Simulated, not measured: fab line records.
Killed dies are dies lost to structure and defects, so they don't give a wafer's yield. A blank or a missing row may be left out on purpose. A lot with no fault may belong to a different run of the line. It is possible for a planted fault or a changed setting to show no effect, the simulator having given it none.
Struck lot and sound lot, side by side -- flow sky130 -- 15 steps out of a route of 708
Sound: wafers L698.2, L698.3, L698.4. Wafers struck: L709.2, L709.3, L709.6. The cause is named last.
Order at every step that has rows: each side's tool, ch and its chambers, its first start. Under that, the readings that differ: sound wafers -- struck wafers -- difference of the means -- sigmas: that difference in standard deviations of wafers without a fault.
alike: same words and numbers on both sides, and readings whose means sit less than 2 such deviations apart. not compared: any withheld reading, any reading some wafer has no value for, any bound like >300 that may hide the same value, and any number with overlapping values for which the record gives no deviation.
A row with sigmas, a row that says differs or no value, or rows on one side alone: a step with any of these is where the two part. Non-overlapping numbers with no deviation appear without sigmas and do not part them. Lack of a reading on every wafer of one side parts them only where that side has two or more wafers.

first, 1 step without rows for these wafers: SKY_FIELD_ISO_DEVELOP_12 (develop time 60 s).
SKY_FIELD_ISO_CD_MEAS_13: the cd target is 150 nm.
  sound on cd sem-02 at day 2 19:50; struck on cd sem-01 at day 5 06:04
  alike: cd nm
SKY_FIELD_ISO_ETCH_14: etches BARC in N2/H2, stops on SiO2, time 45.9 s, target depth 60 nm.
  sound on rie diel-04 ch 0,1,2, day 2 19:56; struck on rie diel-01 ch 0,1, day 5 06:10
  alike: drypump motor current A, oes product au, throttle valve pct
  not compared: rf hours counter h
SKY_FIELD_ISO_ETCH_15: etches the open film in CHF3/O2, stops on Si, target depth 180 nm, time 72 s.
  sound on rie diel-04 ch 0,1,2, day 2 19:59; struck on rie diel-01 ch 0,1, day 5 06:13
  alike: drypump motor current A, oes product au, throttle valve pct
  not compared: rf hours counter h
SKY_FIELD_ISO_STRIP_16: strips in O2/N2.
  sound on plasma asher-02 ch 0,1, day 2 20:02; struck on plasma asher-01 ch 0,1, day 5 06:16
  alike: drypump motor current A, oes product au, strip time to endpoint s
  not compared: rf hours counter h
SKY_FIELD_ISO_ETCH_17: etches Si in HBr/Cl2/O2, target depth 342 nm, time 97.7 s.
  sound on rie si-02 ch 0,1,3, day 2 20:08; struck on rie si-01 ch 1,2,3, day 5 06:22
  alike: drypump motor current A, he backside leak sccm, oes product au, throttle valve pct
  not compared: rf hours counter h
then, 5 steps without rows for these wafers: SKY_FIELD_ISO_WET_ETCH_18 (etches Si3N4 in H3PO4, target depth 25 nm, time 286 s); SKY_FIELD_ISO_CLEAN_19 (cleans in SC1/SC2, time 152.6 s); SKY_FIELD_ISO_CLEAN_20 (cleans in dHF, time 20 s); SKY_FIELD_ISO_WET_ETCH_21 (etches SiO2 in dHF, target depth 20 nm, time 400 s); SKY_FIELD_ISO_OXIDATION_22 (stabilise 600 s, purge 300 s, target thk 10 nm).
SKY_FIELD_ISO_THK_MEAS_23:
  sound on film metro-01 at day 2 21:57; struck on film metro-03 at day 5 10:01
  alike: FIELD_ISO_OXIDATION_01_THK
SKY_FIELD_ISO_CVD_24: deposits SiO2, target thk 595 nm, time 99.2 s.
  sound on hdpcvd-02 ch 0,2, day 2 22:00; struck on hdpcvd-02 ch 1,2, day 5 10:04
reading,sound,struck,difference,sigmas
model.SiO2_of_FIELD_ISO_CVD_24.thk nm (nm),592.5 601.3 597.6,635.4 638.4 637.2,+39.9,
SKY_FIELD_ISO_THK_MEAS_25:
  sound on film metro-03 at day 2 22:05; struck on film metro-03 at day 5 10:23
reading,sound,struck,difference,sigmas
FIELD_ISO_CVD_24_THK (nm),592 601 597,635 638 637,+40,+8
  not compared: hold
-- here the record skips 44 days between the struck wafers' starts before and after, leaving off in module FIELD_ISO and picking up in module PAD_OPEN (first step shown: number 708 of the route) --
SKY_PAD_OPEN_PROBE_99:
  sound on prober-01 at day 46 07:37; struck on prober-02 at day 49 10:12
  alike: killed_at_M0_to_M3, killed_at_M4_up, killed at contacts, killed at front end, killed at other, killed dies, killed open, killed short

## WHERE THEY PART
SKY_FIELD_ISO_THK_MEAS_25 only, going by this record. Later steps at which nothing parts them and some readings are alike: SKY_PAD_OPEN_PROBE_99.

WHY: what the simulator had put in
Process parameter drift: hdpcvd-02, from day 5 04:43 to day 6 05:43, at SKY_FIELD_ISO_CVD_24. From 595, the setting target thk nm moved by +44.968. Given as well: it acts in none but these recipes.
